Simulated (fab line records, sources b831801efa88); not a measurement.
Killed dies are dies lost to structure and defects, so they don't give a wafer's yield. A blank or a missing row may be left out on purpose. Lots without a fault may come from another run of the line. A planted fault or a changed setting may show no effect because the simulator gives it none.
A struck lot beside a sound one | flow gf180mcu | 30 steps out of a route of 602
Sound: wafers L307.1, L307.2, L307.5. Struck: wafers L319.3, L319.4, L319.5. The cause comes at the end.
At each step with rows: each side's tool, then ch and its chambers, then its first start. Under that, the readings that differ: sound wafers | struck wafers | difference of the means | sigmas: that difference in standard deviations of wafers without a fault.
alike: readings whose means differ by less than 2 such deviations, and words and numbers that are the same on both sides. not compared: withheld readings, readings that some wafer has no value for, bounds like >300 that may hide the same value, and numbers for which the record gives no deviation and whose values overlap.
The two part at a step that has a row with sigmas, a row that says differs or no value, or rows on one side only. Numbers that don't overlap but have no deviation are shown without sigmas and don't part them. A reading that every wafer of one side lacks parts them only if that side has two wafers or more.

GF_STI_BOW_MEAS_00:
  sound on film_metro-04, day 1 15:00; struck on film_metro-02, day 4 03:02
  alike: INCOMING_BOW
GF_STI_OXIDATION_01: stabilise 600 s, purge 300 s, target thk 10 nm.
  sound on furnace-01 ch 0, day 1 15:17; struck on furnace-01 ch 0, day 4 03:07
  reading                                    | sound             | struck               | difference | sigmas
  ox_time_s (s)                              | 1418 1418 1418    | 1134.4 1134.4 1134.4 | -283.6     |
  model.SiO2_of_STI_OXIDATION_01.thk_nm (nm) | 10.49 10.59 10.44 | 9.073 9.095 9.073    | -1.426     |
  alike: zone_power_upper_pct
GF_STI_THK_MEAS_02:
  sound on film_metro-02, day 1 16:40; struck on film_metro-02, day 4 04:32
  reading                | sound             | struck         | difference | sigmas
  STI_OXIDATION_THK (nm) | 10.49 10.53 10.49 | 9.06 9.12 9.05 | -1.43      | -6
then, 1 step without rows for these wafers: GF_STI_CVD_03 (deposits Si3N4 from DCS/NH3, target thk 207.16 nm, time 3551 s).
GF_STI_THK_MEAS_04:
  sound on film_metro-02, day 1 18:43; struck on film_metro-02, day 4 06:35
  alike: STI_CVD_03_THK
then, 7 steps without rows for these wafers: GF_STI_DEHYDRATE_05 (time 60 s); GF_STI_HMDS_06 (prime time 60 s); GF_STI_COAT_07 (resist thk 700 nm); GF_STI_SOFTBAKE_08 (time 60 s); GF_STI_EXPOSE_09 (exposes mask COMP, target cd 220 nm); GF_STI_PEB_10 (peb time 90 s); GF_STI_DEVELOP_11 (develop time 60 s).
GF_STI_CD_MEAS_12: target cd 220 nm.
  sound on cd_sem-02, day 2 06:33; struck on cd_sem-02, day 4 19:25
  alike: cd_nm
GF_STI_ETCH_13: etches the open film in CHF3/O2, stops on Si, target depth 282.31 nm, time 112.9 s.
  sound on rie_diel-02 ch 1,2,3, day 2 06:40; struck on rie_diel-04 ch 1,2, day 4 19:29
  alike: drypump_motor_current_A, oes_product_au, throttle_valve_pct
  not compared: rf_hours_counter_h
GF_STI_ETCH_14: etches Si in HBr/Cl2/O2, target depth 360 nm, time 102.9 s.
  sound on rie_si-02 ch 2,3, day 2 06:45; struck on rie_si-01 ch 0,3, day 4 19:34
  alike: drypump_motor_current_A, mfc_cl2_sccm, oes_product_au, throttle_valve_pct
  not compared: rf_hours_counter_h
GF_STI_STRIP_15: strips in O2/N2.
  sound on plasma_asher-03 ch 0,1, day 2 06:50; struck on plasma_asher-03 ch 0,1, day 4 19:40
  alike: drypump_motor_current_A, heater_power_w, oes_product_au, strip_time_to_endpoint_s
  not compared: rf_hours_counter_h
then, 6 steps without rows for these wafers: GF_STI_CLEAN_16 (cleans in dHF, time 25 s); GF_STI_WET_ETCH_17 (etches Si3N4 in H3PO4, target depth 45 nm, time 514 s); GF_STI_CLEAN_18 (cleans in SC1/SC2, time 150 s); GF_STI_CLEAN_19 (cleans in dHF, time 20 s); GF_STI_WET_ETCH_20 (etches SiO2 in dHF, target depth 20 nm, time 400 s); GF_STI_OXIDATION_21 (stabilise 600 s, purge 300 s, target thk 15 nm).
GF_STI_THK_MEAS_22:
  sound on film_metro-02, day 2 08:36; struck on film_metro-04, day 4 21:14
  alike: STI_OXIDATION_01_THK
then, 1 step without rows for these wafers: GF_STI_CVD_23 (deposits SiO2, target thk 650 nm, time 108.3 s).
GF_STI_THK_MEAS_24:
  sound on film_metro-04, day 2 08:44; struck on film_metro-01, day 4 21:23
  alike: STI_CVD_23_THK
GF_STI_CMP_25: polishes, stops on Si3N4, t overpolish 33 s, target thk 524.6 nm.
  sound on cmp-01 ch 0,1,2, day 2 08:53; struck on cmp-02 ch 1,3, day 4 21:28
  alike: motor_current_A
then, 1 step without rows for these wafers: GF_STI_WET_ETCH_26 (etches SiO2 in dHF, target depth 94 nm, time 188 s).
GF_STI_WET_ETCH_27: etches Si3N4 in H3PO4, target depth 160 nm, time 1825 s.
  sound on wet_bench-04 ch 2, day 2 09:09; struck on wet_bench-03 ch 2, day 4 21:47
  reading                                    | sound             | struck            | difference | sigmas
  bath_guard_temp_C (C)                      | 159.8 159.5 159.3 | 160.9 160.9 160.9 | +1.4       | +2
  model.SiO2_of_STI_OXIDATION_01.thk_nm (nm) | 10.41 10.51 10.37 | 9 9.022 9         | -1         |
then, 2 steps without rows for these wafers: GF_STI_WET_ETCH_28 (etches SiO2 in dHF, target depth 20 nm, time 40 s); GF_PASSIVATION_PROBE_99.

WHERE THEY PART
First at GF_STI_THK_MEAS_02; last, within this record, at GF_STI_WET_ETCH_27.

WHY: what the simulator had put in
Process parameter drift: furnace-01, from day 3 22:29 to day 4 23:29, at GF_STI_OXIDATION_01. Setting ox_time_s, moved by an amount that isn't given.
